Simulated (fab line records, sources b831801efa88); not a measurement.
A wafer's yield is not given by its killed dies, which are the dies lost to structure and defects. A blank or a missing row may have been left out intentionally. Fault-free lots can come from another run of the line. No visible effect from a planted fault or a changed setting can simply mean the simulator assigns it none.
fab line records -- flow sky130
record lots=24, wafers=72, lastDay=50
route steps=708 shown METAL3@565 VIA3@594 METAL4@602 CAP2M@604
lots that met no fault: from a run of the same line without faults
startH: the number of hours between the record's first day and the start of the first shown wafer of the lot -- waitH: hours elapsed since this lot's preceding step -- " same as the row above -- L1.1+2: one row covering several wafers at once -- - value missing, or start not given -- * or withheld: withheld -- < > ~ a bound
route shown NAME@n: a module of which the file shows steps, and the number in the route of the first -- usual: the fault-free wafers' mean and standard deviation -- same: alike in all rows -- chamber/n: place in a boat -- sites: the reading at each site -- _std_site: how widely they spread, as a standard deviation -- _edge_site: outer sites' mean less inner sites' -- radiusMm: how far each site lies from the wafer's centre -- mask NAME#n: copy n -- behind: the tool/chamber that last shaped the wafer -- hold: what put the lot on hold/how long, in hours/how the hold closed -- device: which transistor (n, p or np) failed to switch -- end of line: the route-end tests of the same wafers -- where a step has no rows: the recipe by itself -- killed: at the first sort, the dies lost to defects and structure; wafer yield is something else -- map: a wafer's dies, x killed, . not, _ none there
set.NAME: the setting the step ran with; set.NAME@STEP: the setting that earlier step ran with -- model.NAME: the simulator's own value behind a step, which no gauge read
route steps across a sampled set of lots; one table per step, one row per wafer
services: when a tool's chamber went out of use (startH, in hours from the record's first day, below 0 if earlier), for how many hours, and the reason
## steps
# step SKY_METAL3_DESCUM_15
# recipe chemistry=O2, sourcePowerW=150, biasPowerW=0, pressureMtorr=10, tempC=40, timeS=8
# usual drypumpMotorCurrentA=5.4/0.4, oesProductAu=1.003/0.012
lot.wafer,tool,chamber,startH,waitH,drypumpMotorCurrentA,oesProductAu,rfHoursCounterH
L074.1,rieMetal-01,1,907.70,0.0,5.1,1.007,9
L074.5,rieMetal-01,1,907.70,0.0,5.1,0.992,-
L074.6,rieMetal-01,0,907.70,0.0,5.5,0.989,-
L075.2,rieMetal-04,1,908.06,0.0,5.6,1.024,-
L075.3,rieMetal-04,1,908.06,0.0,5.6,1.023,-
L075.5,rieMetal-04,1,908.06,0.0,5.6,1.019,-
L076.1,rieMetal-03,1,912.60,0.0,5.9,0.997,2
L076.5,rieMetal-03,1,912.60,0.0,5.9,0.998,-
L076.6,rieMetal-03,0,912.60,0.0,4.9,1.005,-
L077.1,rieMetal-03,0,920.00,0.0,4.9,1.000,11
L077.2,rieMetal-03,1,920.00,0.0,5.9,0.996,3
L077.5,rieMetal-03,1,920.00,0.0,5.9,0.983,-
L078.1,rieMetal-04,0,926.88,0.0,6.0,1.026,0
L078.5,rieMetal-04,0,926.88,0.0,6.0,1.029,-
L078.6,rieMetal-04,1,926.88,0.0,5.6,1.015,-
L079.2,rieMetal-01,1,936.00,0.0,5.1,1.005,10
L079.3,rieMetal-01,0,936.00,0.0,5.5,0.992,-
L079.6,rieMetal-01,1,936.00,0.0,5.1,0.992,-
L080.1,rieMetal-03,0,942.00,0.0,4.9,1.005,11
L080.5,rieMetal-03,1,942.00,0.0,5.9,1.004,-
L080.6,rieMetal-03,0,942.00,0.0,4.8,1.008,-
L081.2,rieMetal-04,1,957.35,0.0,5.6,1.004,11
L081.3,rieMetal-04,1,957.35,0.0,5.6,1.017,-
L081.6,rieMetal-04,0,957.35,0.0,6.0,1.018,-
L082.1,rieMetal-04,0,963.30,0.0,6.0,1.031,2
L082.5,rieMetal-04,0,963.30,0.0,6.0,1.020,-
L082.6,rieMetal-04,1,963.30,0.0,5.6,1.017,-
L084.4,rieMetal-03,1,976.24,0.0,5.9,1.001,-
L084.5,rieMetal-03,1,976.24,0.0,5.8,1.000,-
L084.6,rieMetal-03,0,976.24,0.0,4.9,1.006,-
L083.1,rieMetal-01,0,976.75,0.0,5.5,0.982,20
L083.2,rieMetal-01,1,976.75,0.0,5.1,0.999,13
L083.4,rieMetal-01,1,976.75,0.0,5.1,1.002,-
L086.1,rieMetal-01,1,1001.30,0.0,5.1,0.997,14
L086.2,rieMetal-01,0,1001.30,0.0,5.5,0.984,21
L086.6,rieMetal-01,1,1001.30,0.0,5.1,1.000,-
L085.1,rieMetal-01,0,1003.95,0.0,5.5,0.979,21
L085.3,rieMetal-01,0,1003.95,0.0,5.5,0.982,-
L085.6,rieMetal-01,0,1003.95,0.0,5.5,0.988,-
L088.2,rieMetal-01,1,1018.80,0.0,5.1,0.995,15
L088.5,rieMetal-01,0,1018.80,0.0,5.5,0.980,-
L088.6,rieMetal-01,1,1018.80,0.0,5.1,0.996,-
L087.3,rieMetal-04,1,1019.91,0.0,5.6,1.001,-
L087.5,rieMetal-04,0,1019.91,0.0,6.0,1.030,-
L087.6,rieMetal-04,1,1019.91,0.0,5.6,1.008,-
L089.1,rieMetal-04,0,1021.85,0.0,6.0,1.016,5
L089.3,rieMetal-04,1,1021.85,0.0,5.6,1.011,-
L089.5,rieMetal-04,1,1021.85,0.0,5.6,1.010,-
L090.1,rieMetal-01,1,1028.25,0.0,5.1,0.995,15
L090.2,rieMetal-01,0,1028.25,0.0,5.5,0.984,22
L090.4,rieMetal-01,1,1028.25,0.0,5.1,0.985,-
L091.1,rieMetal-03,1,1032.20,0.0,5.9,1.006,8
L091.3,rieMetal-03,1,1032.20,0.0,5.8,1.000,-
L091.6,rieMetal-03,1,1032.20,0.0,5.9,1.001,-
L092.1,rieMetal-03,0,1033.75,0.0,4.9,0.994,17
L092.2,rieMetal-03,1,1033.75,0.0,5.9,0.998,9
L092.6,rieMetal-03,1,1033.75,0.0,5.9,1.008,-
L093.1,rieMetal-03,1,1040.40,0.0,5.9,1.002,9
L093.2,rieMetal-03,0,1040.40,0.0,4.8,0.997,17
L093.3,rieMetal-03,1,1040.40,0.0,5.9,1.003,-
L094.4,rieMetal-03,0,1041.36,0.0,4.8,0.999,-
L094.5,rieMetal-03,1,1041.36,0.0,5.8,0.992,-
L094.6,rieMetal-03,0,1041.36,0.0,4.8,0.994,-
L095.2,rieMetal-01,1,1044.06,0.0,5.1,1.007,-
L095.4,rieMetal-01,1,1044.06,0.0,5.1,1.009,-
L095.6,rieMetal-01,1,1044.06,0.0,5.1,1.004,-
L096.1,rieMetal-03,0,1056.20,0.0,4.8,1.006,18
L096.4,rieMetal-03,0,1056.20,0.0,4.8,1.021,-
L096.6,rieMetal-03,1,1056.20,0.0,5.9,1.021,-
L097.3,rieMetal-01,1,1060.61,0.0,5.1,1.008,-
L097.5,rieMetal-01,1,1060.61,0.0,5.1,1.004,-
L097.6,rieMetal-01,0,1060.61,0.0,5.5,0.991,-
# step SKY_METAL3_ETCH_16
# recipe chemistry=N2/H2, target=BARC, ionEnergyEv=200, biasW=100, pressureMtorr=30, n2FlowSccm=100, h2FlowSccm=200, icpW=500, stopOn=SiO2, timeS=88.2, targetDepthA=600
# usual drypumpMotorCurrentA=5.4/0.39, oesProductAu=0.626/0.0046, throttleValvePct=13.204/0.0088
lot.wafer,tool,chamber,startH,waitH,drypumpMotorCurrentA,oesProductAu,rfHoursCounterH,throttleValvePct
L074.1,rieMetal-01,1,907.73,0.0,5.1,0.633,9,13.205
L074.5,rieMetal-01,1,907.73,0.0,5.1,0.623,-,13.209
L074.6,rieMetal-01,0,907.73,0.0,5.5,0.633,-,13.204
L075.2,rieMetal-04,1,908.14,0.1,5.6,0.617,-,13.207
L075.3,rieMetal-04,1,908.14,0.1,5.6,0.626,-,13.206
L075.5,rieMetal-04,1,908.14,0.1,5.6,0.629,-,13.192
L076.1,rieMetal-03,1,912.63,0.0,5.9,0.628,2,13.207
L076.5,rieMetal-03,1,912.63,0.0,5.9,0.621,-,13.213
L076.6,rieMetal-03,0,912.63,0.0,4.9,0.629,-,13.212
L077.1,rieMetal-03,0,920.03,0.0,4.9,0.626,11,13.217
L077.2,rieMetal-03,1,920.03,0.0,5.9,0.621,3,13.215
L077.5,rieMetal-03,1,920.03,0.0,5.9,0.620,-,13.203
L078.1,rieMetal-04,0,926.91,0.0,6.0,0.630,0,13.207
L078.5,rieMetal-04,0,926.91,0.0,6.0,0.619,-,13.202
L078.6,rieMetal-04,1,926.91,0.0,5.6,0.623,-,13.204
L079.2,rieMetal-01,1,936.03,0.0,5.1,0.621,10,13.205
L079.3,rieMetal-01,0,936.03,0.0,5.5,0.629,-,13.202
L079.6,rieMetal-01,1,936.03,0.0,5.1,0.626,-,13.194
L080.1,rieMetal-03,0,942.03,0.0,4.9,0.620,11,13.210
L080.5,rieMetal-03,1,942.03,0.0,5.9,0.629,-,13.199
L080.6,rieMetal-03,0,942.03,0.0,4.9,0.626,-,13.199
L081.2,rieMetal-04,1,957.38,0.0,5.6,0.625,11,13.217
L081.3,rieMetal-04,1,957.38,0.0,5.6,0.626,-,13.205
L081.6,rieMetal-04,0,957.38,0.0,6.0,0.624,-,13.189
L082.1,rieMetal-04,0,963.33,0.0,6.0,0.631,2,13.201
L082.5,rieMetal-04,0,963.33,0.0,6.0,0.626,-,13.190
L082.6,rieMetal-04,1,963.33,0.0,5.6,0.631,-,13.204
L084.4,rieMetal-03,1,976.30,0.0,5.9,0.620,-,13.214
L084.5,rieMetal-03,1,976.30,0.0,5.9,0.624,-,13.194
L084.6,rieMetal-03,0,976.30,0.0,4.9,0.624,-,13.204
L083.1,rieMetal-01,0,976.78,0.0,5.5,0.630,20,13.195
L083.2,rieMetal-01,1,976.78,0.0,5.1,0.626,13,13.209
L083.4,rieMetal-01,1,976.78,0.0,5.1,0.635,-,13.181
L086.1,rieMetal-01,1,1001.33,0.0,5.1,0.634,14,13.206
L086.2,rieMetal-01,0,1001.33,0.0,5.5,0.621,21,13.209
L086.6,rieMetal-01,1,1001.33,0.0,5.1,0.625,-,13.219
L085.1,rieMetal-01,0,1003.98,0.0,5.5,0.622,21,13.204
L085.3,rieMetal-01,0,1003.98,0.0,5.5,0.625,-,13.193
L085.6,rieMetal-01,0,1003.98,0.0,5.5,0.619,-,13.205
L088.2,rieMetal-01,1,1018.83,0.0,5.1,0.625,15,13.209
L088.5,rieMetal-01,0,1018.83,0.0,5.5,0.631,-,13.205
L088.6,rieMetal-01,1,1018.83,0.0,5.1,0.626,-,13.211
L087.3,rieMetal-04,1,1019.96,0.0,5.6,0.629,-,13.211
L087.5,rieMetal-04,0,1019.96,0.0,6.0,0.629,-,13.197
L087.6,rieMetal-04,1,1019.96,0.0,5.6,0.625,-,13.210
L089.1,rieMetal-04,0,1021.88,0.0,6.0,0.618,5,13.213
L089.3,rieMetal-04,1,1021.88,0.0,5.6,0.624,-,13.225
L089.5,rieMetal-04,1,1021.88,0.0,5.6,0.625,-,13.192
L090.1,rieMetal-01,1,1028.28,0.0,5.1,0.621,15,13.212
L090.2,rieMetal-01,0,1028.28,0.0,5.5,0.621,22,13.193
L090.4,rieMetal-01,1,1028.28,0.0,5.1,0.620,-,13.199
L091.1,rieMetal-03,1,1032.23,0.0,5.9,0.627,8,13.205
L091.3,rieMetal-03,1,1032.23,0.0,5.9,0.625,-,13.187
L091.6,rieMetal-03,1,1032.23,0.0,5.9,0.631,-,13.197
L092.1,rieMetal-03,0,1033.78,0.0,4.9,0.624,17,13.205
L092.2,rieMetal-03,1,1033.78,0.0,5.8,0.621,9,13.218
L092.6,rieMetal-03,1,1033.78,0.0,5.9,0.623,-,13.195
L093.1,rieMetal-03,1,1040.43,0.0,5.9,0.614,9,13.213
L093.2,rieMetal-03,0,1040.43,0.0,4.8,0.633,17,13.211
L093.3,rieMetal-03,1,1040.43,0.0,5.9,0.623,-,13.184
L094.4,rieMetal-03,0,1041.41,0.0,4.9,0.627,-,13.202
L094.5,rieMetal-03,1,1041.41,0.0,5.9,0.621,-,13.209
L094.6,rieMetal-03,0,1041.41,0.0,4.9,0.621,-,13.188
L095.2,rieMetal-01,1,1044.14,0.1,5.1,0.626,-,13.202
L095.4,rieMetal-01,1,1044.14,0.1,5.1,0.624,-,13.192
L095.6,rieMetal-01,1,1044.14,0.1,5.1,0.611,-,13.198
L096.1,rieMetal-03,0,1056.24,0.0,4.8,0.624,18,13.199
L096.4,rieMetal-03,0,1056.24,0.0,4.9,0.627,-,13.209
L096.6,rieMetal-03,1,1056.24,0.0,5.9,0.631,-,13.201
L097.3,rieMetal-01,1,1060.66,0.0,5.1,0.629,-,13.204
L097.5,rieMetal-01,1,1060.66,0.0,5.1,0.630,-,13.201
L097.6,rieMetal-01,0,1060.66,0.0,5.5,0.630,-,13.195
# step SKY_VIA3_CVD_21
# recipe material=W, targetThkNm=390, timeS=117.31, tempC=400, pressureTorr=40
# usual heaterPowerW=819/35
lot.wafer,tool,chamber,startH,waitH,heaterPowerW
L074.1,cvdW-02,0,935.79,0.0,827
L074.5,cvdW-02,1,935.79,0.0,769
L074.6,cvdW-02,0,935.79,0.0,828
L075.2,cvdW-02,0,936.16,0.0,820
L075.3,cvdW-02,1,936.16,0.0,780
L075.5,cvdW-02,1,936.16,0.0,789
L076.1,cvdW-01,0,939.82,0.0,849
L076.5,cvdW-01,1,939.82,0.0,860
L076.6,cvdW-01,0,939.82,0.0,833
L077.1,cvdW-02,1,947.76,0.0,786
L077.2,cvdW-02,0,947.76,0.0,810
L077.5,cvdW-02,1,947.76,0.0,785
L078.1,cvdW-02,0,953.90,0.0,818
L078.5,cvdW-02,0,953.90,0.0,841
L078.6,cvdW-02,1,953.90,0.0,784
L079.2,cvdW-01,1,963.90,0.0,855
L079.3,cvdW-01,0,963.90,0.0,836
L079.6,cvdW-01,1,963.90,0.0,847
L080.1,cvdW-01,1,969.18,0.0,857
L080.5,cvdW-01,0,969.18,0.0,842
L080.6,cvdW-01,1,969.18,0.0,837
L081.2,cvdW-01,0,983.89,0.0,856
L081.3,cvdW-01,0,983.89,0.0,855
L081.6,cvdW-01,1,983.89,0.0,857
L082.1,cvdW-02,1,989.78,0.0,771
L082.5,cvdW-02,0,989.78,0.0,845
L082.6,cvdW-02,1,989.78,0.0,754
L084.4,cvdW-01,0,1002.03,0.1,837
L084.5,cvdW-01,0,1002.03,0.1,857
L084.6,cvdW-01,1,1002.03,0.1,838
L083.1,cvdW-02,0,1002.43,0.0,816
L083.2,cvdW-02,1,1002.43,0.0,754
L083.4,cvdW-02,0,1002.43,0.0,810
L086.1,cvdW-02,0,1026.56,0.0,824
L086.2,cvdW-02,1,1026.56,0.0,756
L086.6,cvdW-02,1,1026.56,0.0,770
L085.1,cvdW-01,1,1029.86,0.0,840
L085.3,cvdW-01,0,1029.86,0.0,874
L085.6,cvdW-01,1,1029.86,0.0,841
L088.2,cvdW-02,0,1043.46,0.0,838
L088.5,cvdW-02,0,1043.46,0.0,855
L088.6,cvdW-02,1,1043.46,0.0,792
L087.3,cvdW-02,1,1044.80,0.1,764
L087.5,cvdW-02,0,1044.80,0.1,849
L087.6,cvdW-02,1,1044.80,0.1,781
L089.1,cvdW-02,1,1047.22,0.0,763
L089.3,cvdW-02,1,1047.22,0.0,794
L089.5,cvdW-02,0,1047.22,0.0,840
L090.1,cvdW-01,1,1053.20,0.0,840
L090.2,cvdW-01,0,1053.20,0.0,836
L090.4,cvdW-01,0,1053.20,0.0,835
L091.1,cvdW-02,0,1057.60,0.0,858
L091.3,cvdW-02,0,1057.60,0.0,853
L091.6,cvdW-02,1,1057.60,0.0,790
L092.1,cvdW-01,0,1058.12,0.0,847
L092.2,cvdW-01,1,1058.12,0.0,868
L092.6,cvdW-01,1,1058.12,0.0,813
L093.1,cvdW-02,1,1064.79,0.0,765
L093.2,cvdW-02,1,1064.79,0.0,766
L093.3,cvdW-02,1,1064.79,0.0,783
L094.4,cvdW-02,1,1065.91,0.2,783
L094.5,cvdW-02,1,1065.91,0.2,780
L094.6,cvdW-02,1,1065.91,0.2,756
L095.2,cvdW-02,1,1068.39,0.0,778
L095.4,cvdW-02,0,1068.39,0.0,845
L095.6,cvdW-02,0,1068.39,0.0,844
L096.1,cvdW-02,0,1080.56,0.0,841
L096.4,cvdW-02,0,1080.56,0.0,822
L096.6,cvdW-02,0,1080.56,0.0,858
L097.3,cvdW-02,0,1090.65,0.1,852
L097.5,cvdW-02,0,1090.65,0.1,856
L097.6,cvdW-02,1,1090.65,0.1,791
# step SKY_METAL4_SPUTTER_04
# recipe material=TiN, targetThkNm=70, powerW=6500, timeS=58.3, chamberPressurePa=0.4
# usual throttleValvePct=29.7/1.1
lot.wafer,tool,chamber,startH,waitH,throttleValvePct
L074.1,pvdSputter-01,-,936.50,0.0,28.5
L074.5,pvdSputter-01,-,936.50,0.0,28.2
L074.6,pvdSputter-01,-,936.50,0.0,28.0
L075.2,pvdSputter-03,-,936.87,0.0,29.8
L075.3,pvdSputter-03,-,936.87,0.0,31.2
L075.5,pvdSputter-03,-,936.87,0.0,29.3
L076.1,pvdSputter-02,-,940.53,0.0,28.6
L076.5,pvdSputter-02,-,940.53,0.0,29.1
L076.6,pvdSputter-02,-,940.53,0.0,29.3
L077.1,pvdSputter-02,-,948.46,0.0,28.7
L077.2,pvdSputter-02,-,948.46,0.0,32.0
L077.5,pvdSputter-02,-,948.46,0.0,28.4
L078.1,pvdSputter-03,-,954.61,0.0,29.4
L078.5,pvdSputter-03,-,954.61,0.0,29.7
L078.6,pvdSputter-03,-,954.61,0.0,31.2
L079.2,pvdSputter-03,-,964.61,0.0,30.2
L079.3,pvdSputter-03,-,964.61,0.0,29.3
L079.6,pvdSputter-03,-,964.61,0.0,29.3
L080.1,pvdSputter-02,-,969.89,0.0,28.6
L080.5,pvdSputter-02,-,969.89,0.0,29.0
L080.6,pvdSputter-02,-,969.89,0.0,29.4
L081.2,pvdSputter-01,-,984.61,0.0,28.1
L081.3,pvdSputter-01,-,984.61,0.0,29.9
L081.6,pvdSputter-01,-,984.61,0.0,28.6
L082.1,pvdSputter-03,-,990.49,0.0,29.5
L082.5,pvdSputter-03,-,990.49,0.0,30.4
L082.6,pvdSputter-03,-,990.49,0.0,29.0
L084.4,pvdSputter-03,-,1002.70,0.0,29.6
L084.5,pvdSputter-03,-,1002.70,0.0,31.1
L084.6,pvdSputter-03,-,1002.70,0.0,29.6
L083.1,pvdSputter-02,-,1003.14,0.0,32.1
L083.2,pvdSputter-02,-,1003.14,0.0,28.8
L083.4,pvdSputter-02,-,1003.14,0.0,29.0
L086.1,pvdSputter-03,-,1027.40,0.0,30.4
L086.2,pvdSputter-03,-,1027.40,0.0,29.1
L086.6,pvdSputter-03,-,1027.40,0.0,30.4
L085.1,pvdSputter-03,-,1030.57,0.0,29.9
L085.3,pvdSputter-03,-,1030.57,0.0,30.2
L085.6,pvdSputter-03,-,1030.57,0.0,30.4
L088.2,pvdSputter-02,-,1044.16,0.0,32.1
L088.5,pvdSputter-02,-,1044.16,0.0,29.2
L088.6,pvdSputter-02,-,1044.16,0.0,28.5
L087.3,pvdSputter-02,-,1045.46,0.0,32.2
L087.5,pvdSputter-02,-,1045.46,0.0,32.3
L087.6,pvdSputter-02,-,1045.46,0.0,29.4
L089.1,pvdSputter-03,-,1048.08,0.0,30.2
L089.3,pvdSputter-03,-,1048.08,0.0,29.7
L089.5,pvdSputter-03,-,1048.08,0.0,29.8
L090.1,pvdSputter-01,-,1053.91,0.0,29.5
L090.2,pvdSputter-01,-,1053.91,0.0,29.5
L090.4,pvdSputter-01,-,1053.91,0.0,29.8
L091.1,pvdSputter-02,-,1058.67,0.0,32.2
L091.3,pvdSputter-02,-,1058.67,0.0,29.1
L091.6,pvdSputter-02,-,1058.67,0.0,31.9
L092.1,pvdSputter-01,-,1059.24,0.0,29.7
L092.2,pvdSputter-01,-,1059.24,0.0,29.7
L092.6,pvdSputter-01,-,1059.24,0.0,29.6
L093.1,pvdSputter-01,-,1065.77,0.0,29.6
L093.2,pvdSputter-01,-,1065.77,0.0,29.3
L093.3,pvdSputter-01,-,1065.77,0.0,28.0
L094.4,pvdSputter-01,-,1066.62,0.0,28.3
L094.5,pvdSputter-01,-,1066.62,0.0,28.0
L094.6,pvdSputter-01,-,1066.62,0.0,29.4
L095.2,pvdSputter-02,-,1069.10,0.0,29.3
L095.4,pvdSputter-02,-,1069.10,0.0,28.6
L095.6,pvdSputter-02,-,1069.10,0.0,28.7
L096.1,pvdSputter-03,-,1081.27,0.0,31.2
L096.4,pvdSputter-03,-,1081.27,0.0,30.3
L096.6,pvdSputter-03,-,1081.27,0.0,29.6
L097.3,pvdSputter-01,-,1091.32,0.0,28.4
L097.5,pvdSputter-01,-,1091.32,0.0,28.5
L097.6,pvdSputter-01,-,1091.32,0.0,29.4
# step SKY_CAP2M_THK_MEAS_01
# recipe reads=SiO2_of_CAP2M_CVD_00
# usual CAP2M_CVD_00_THK=15.39/0.23
lot.wafer,tool,chamber,startH,waitH,CAP2M_CVD_00_THK[nm]
L074.1,filmMetro-03,-,936.57,-,15.35
L074.5,filmMetro-03,-,936.57,-,15.11
L074.6,filmMetro-03,-,936.57,-,15.23
L075.2,filmMetro-04,-,936.95,-,15.57
L075.3,filmMetro-04,-,936.95,-,15.16
L075.5,filmMetro-04,-,936.95,-,15.49
L076.1,filmMetro-03,-,940.60,-,15.38
L076.5,filmMetro-03,-,940.60,-,15.30
L076.6,filmMetro-03,-,940.60,-,15.72
L077.1,filmMetro-03,-,948.53,-,15.21
L077.2,filmMetro-03,-,948.53,-,15.31
L077.5,filmMetro-03,-,948.53,-,15.41
L078.1,filmMetro-04,-,954.68,-,15.21
L078.5,filmMetro-04,-,954.68,-,15.47
L078.6,filmMetro-04,-,954.68,-,15.43
L079.2,filmMetro-02,-,964.69,-,15.07
L079.3,filmMetro-02,-,964.69,-,14.96
L079.6,filmMetro-02,-,964.69,-,15.25
L080.1,filmMetro-04,-,969.96,-,15.27
L080.5,filmMetro-04,-,969.96,-,15.24
L080.6,filmMetro-04,-,969.96,-,15.39
L081.2,filmMetro-03,-,984.69,-,15.19
L081.3,filmMetro-03,-,984.69,-,15.17
L081.6,filmMetro-03,-,984.69,-,15.54
L082.1,filmMetro-04,-,990.56,-,15.30
L082.5,filmMetro-04,-,990.56,-,15.49
L082.6,filmMetro-04,-,990.56,-,15.52
L084.4,filmMetro-03,-,1002.80,-,15.45
L084.5,filmMetro-03,-,1002.80,-,15.05
L084.6,filmMetro-03,-,1002.80,-,15.43
L083.1,filmMetro-02,-,1003.22,-,15.26
L083.2,filmMetro-02,-,1003.22,-,15.45
L083.4,filmMetro-02,-,1003.22,-,15.34
L086.1,filmMetro-04,-,1027.48,-,15.27
L086.2,filmMetro-04,-,1027.48,-,15.50
L086.6,filmMetro-04,-,1027.48,-,15.41
L085.1,filmMetro-04,-,1030.64,-,15.31
L085.3,filmMetro-04,-,1030.64,-,15.63
L085.6,filmMetro-04,-,1030.64,-,15.51
L088.2,filmMetro-03,-,1044.25,-,15.21
L088.5,filmMetro-03,-,1044.25,-,15.39
L088.6,filmMetro-03,-,1044.25,-,15.45
L087.3,filmMetro-02,-,1045.56,-,14.91
L087.5,filmMetro-02,-,1045.56,-,15.38
L087.6,filmMetro-02,-,1045.56,-,15.29
L089.1,filmMetro-03,-,1048.15,-,15.06
L089.3,filmMetro-03,-,1048.15,-,15.52
L089.5,filmMetro-03,-,1048.15,-,15.38
L090.1,filmMetro-03,-,1053.99,-,15.08
L090.2,filmMetro-03,-,1053.99,-,15.14
L090.4,filmMetro-03,-,1053.99,-,15.36
L091.1,filmMetro-02,-,1058.74,-,15.10
L091.3,filmMetro-02,-,1058.74,-,15.24
L091.6,filmMetro-02,-,1058.74,-,15.32
L092.1,filmMetro-03,-,1059.31,-,15.57
L092.2,filmMetro-03,-,1059.31,-,15.52
L092.6,filmMetro-03,-,1059.31,-,15.63
L093.1,filmMetro-04,-,1065.85,-,15.11
L093.2,filmMetro-04,-,1065.85,-,15.19
L093.3,filmMetro-04,-,1065.85,-,15.15
L094.4,filmMetro-02,-,1066.72,-,15.59
L094.5,filmMetro-02,-,1066.72,-,15.62
L094.6,filmMetro-02,-,1066.72,-,15.52
L095.2,filmMetro-02,-,1069.18,-,15.45
L095.4,filmMetro-02,-,1069.18,-,15.56
L095.6,filmMetro-02,-,1069.18,-,15.64
L096.1,filmMetro-03,-,1081.34,-,15.34
L096.4,filmMetro-03,-,1081.34,-,15.77
L096.6,filmMetro-03,-,1081.34,-,15.79
L097.3,filmMetro-04,-,1091.41,-,15.29
L097.5,filmMetro-04,-,1091.41,-,15.70
L097.6,filmMetro-04,-,1091.41,-,15.26
# step SKY_CAP2M_SPUTTER_02
# recipe material=TiN, targetThkNm=200, tempC=300, powerW=6500, timeS=166.7, chamberPressurePa=0.4
# usual throttleValvePct=29.4/1.1
lot.wafer,tool,chamber,startH,waitH,throttleValvePct
L074.1,pvdSputter-04,-,936.63,0.1,30.9
L074.5,pvdSputter-04,-,936.63,0.1,29.6
L074.6,pvdSputter-04,-,936.63,0.1,28.6
L075.2,pvdSputter-01,-,937.00,0.0,28.1
L075.3,pvdSputter-01,-,937.00,0.0,29.6
L075.5,pvdSputter-01,-,937.00,0.0,28.3
L076.1,pvdSputter-01,-,940.66,0.1,28.5
L076.5,pvdSputter-01,-,940.66,0.1,29.5
L076.6,pvdSputter-01,-,940.66,0.1,28.1
L077.1,pvdSputter-03,-,948.59,0.1,31.4
L077.2,pvdSputter-03,-,948.59,0.1,30.4
L077.5,pvdSputter-03,-,948.59,0.1,29.2
L078.1,pvdSputter-04,-,954.74,0.1,28.8
L078.5,pvdSputter-04,-,954.74,0.1,31.1
L078.6,pvdSputter-04,-,954.74,0.1,29.6
L079.2,pvdSputter-04,-,964.74,0.0,28.9
L079.3,pvdSputter-04,-,964.74,0.0,31.1
L079.6,pvdSputter-04,-,964.74,0.0,29.1
L080.1,pvdSputter-03,-,970.02,0.1,29.4
L080.5,pvdSputter-03,-,970.02,0.1,29.4
L080.6,pvdSputter-03,-,970.02,0.1,29.9
L081.2,pvdSputter-04,-,984.74,0.0,28.8
L081.3,pvdSputter-04,-,984.74,0.0,29.3
L081.6,pvdSputter-04,-,984.74,0.0,27.5
L082.1,pvdSputter-01,-,990.62,0.1,29.7
L082.5,pvdSputter-01,-,990.62,0.1,28.0
L082.6,pvdSputter-01,-,990.62,0.1,29.4
L084.4,pvdSputter-01,-,1002.83,0.0,28.5
L084.5,pvdSputter-01,-,1002.83,0.0,27.9
L084.6,pvdSputter-01,-,1002.83,0.0,28.6
L083.1,pvdSputter-04,-,1003.28,0.1,31.1
L083.2,pvdSputter-04,-,1003.28,0.1,29.0
L083.4,pvdSputter-04,-,1003.28,0.1,29.8
L086.1,pvdSputter-01,-,1027.54,0.1,29.6
L086.2,pvdSputter-01,-,1027.54,0.1,29.4
L086.6,pvdSputter-01,-,1027.54,0.1,28.5
L085.1,pvdSputter-04,-,1030.70,0.1,29.4
L085.3,pvdSputter-04,-,1030.70,0.1,31.2
L085.6,pvdSputter-04,-,1030.70,0.1,31.1
L088.2,pvdSputter-01,-,1044.30,0.0,29.5
L088.5,pvdSputter-01,-,1044.30,0.0,29.3
L088.6,pvdSputter-01,-,1044.30,0.0,28.0
L087.3,pvdSputter-04,-,1045.60,0.0,27.9
L087.5,pvdSputter-04,-,1045.60,0.0,27.6
L087.6,pvdSputter-04,-,1045.60,0.0,28.8
L089.1,pvdSputter-04,-,1048.21,0.1,28.7
L089.3,pvdSputter-04,-,1048.21,0.1,31.0
L089.5,pvdSputter-04,-,1048.21,0.1,31.2
L090.1,pvdSputter-03,-,1054.05,0.1,29.7
L090.2,pvdSputter-03,-,1054.05,0.1,31.1
L090.4,pvdSputter-03,-,1054.05,0.1,29.1
L091.1,pvdSputter-04,-,1058.80,0.1,27.6
L091.3,pvdSputter-04,-,1058.80,0.1,31.0
L091.6,pvdSputter-04,-,1058.80,0.1,29.5
L092.1,pvdSputter-03,-,1059.37,0.1,29.4
L092.2,pvdSputter-03,-,1059.37,0.1,31.0
L092.6,pvdSputter-03,-,1059.37,0.1,29.5
L093.1,pvdSputter-03,-,1065.91,0.1,30.3
L093.2,pvdSputter-03,-,1065.91,0.1,29.7
L093.3,pvdSputter-03,-,1065.91,0.1,31.1
L094.4,pvdSputter-03,-,1066.75,0.0,30.7
L094.5,pvdSputter-03,-,1066.75,0.0,29.5
L094.6,pvdSputter-03,-,1066.75,0.0,30.2
L095.2,pvdSputter-04,-,1069.23,0.0,30.0
L095.4,pvdSputter-04,-,1069.23,0.0,31.2
L095.6,pvdSputter-04,-,1069.23,0.0,29.7
L096.1,pvdSputter-04,-,1081.40,0.1,31.0
L096.4,pvdSputter-04,-,1081.40,0.1,27.8
L096.6,pvdSputter-04,-,1081.40,0.1,27.6
L097.3,pvdSputter-03,-,1091.45,0.0,30.4
L097.5,pvdSputter-03,-,1091.45,0.0,30.7
L097.6,pvdSputter-03,-,1091.45,0.0,31.3
## services
tool,chamber,startH,hours,kind
rieMetal-03,0,886.84,6.6,repair
pvdSputter-03,-,899.86,5.1,repair
pvdSputter-01,-,900.93,0.5,repair
cvdW-01,0,903.42,6.1,repair
cvdW-02,-,904.00,14.0,pm
cvdW-02,0,904.00,14.0,ventCycle
cvdW-02,1,904.00,14.0,ventCycle
cvdW-01,-,906.16,0.7,repair
cvdW-02,0,918.00,-,clean
cvdW-02,1,918.00,-,clean
cvdW-01,1,929.28,6.3,repair
pvdSputter-01,-,952.13,3.7,repair
rieMetal-01,0,967.17,1.6,repair
pvdSputter-02,-,980.88,2.7,repair
rieMetal-01,1,983.21,1.8,repair
rieMetal-01,0,1028.38,-,clean
rieMetal-01,0,1028.38,21.0,scheduledDown
rieMetal-01,0,1028.38,21.0,ventCycle
pvdSputter-01,-,1047.97,1.6,repair
rieMetal-04,-,1049.55,1.4,repair
cvdW-02,0,1063.14,4.8,repair
cvdW-01,-,1063.58,14.6,pm
cvdW-01,-,1078.33,0.5,repair
rieMetal-04,1,1083.81,20.9,repair
## key
fault none
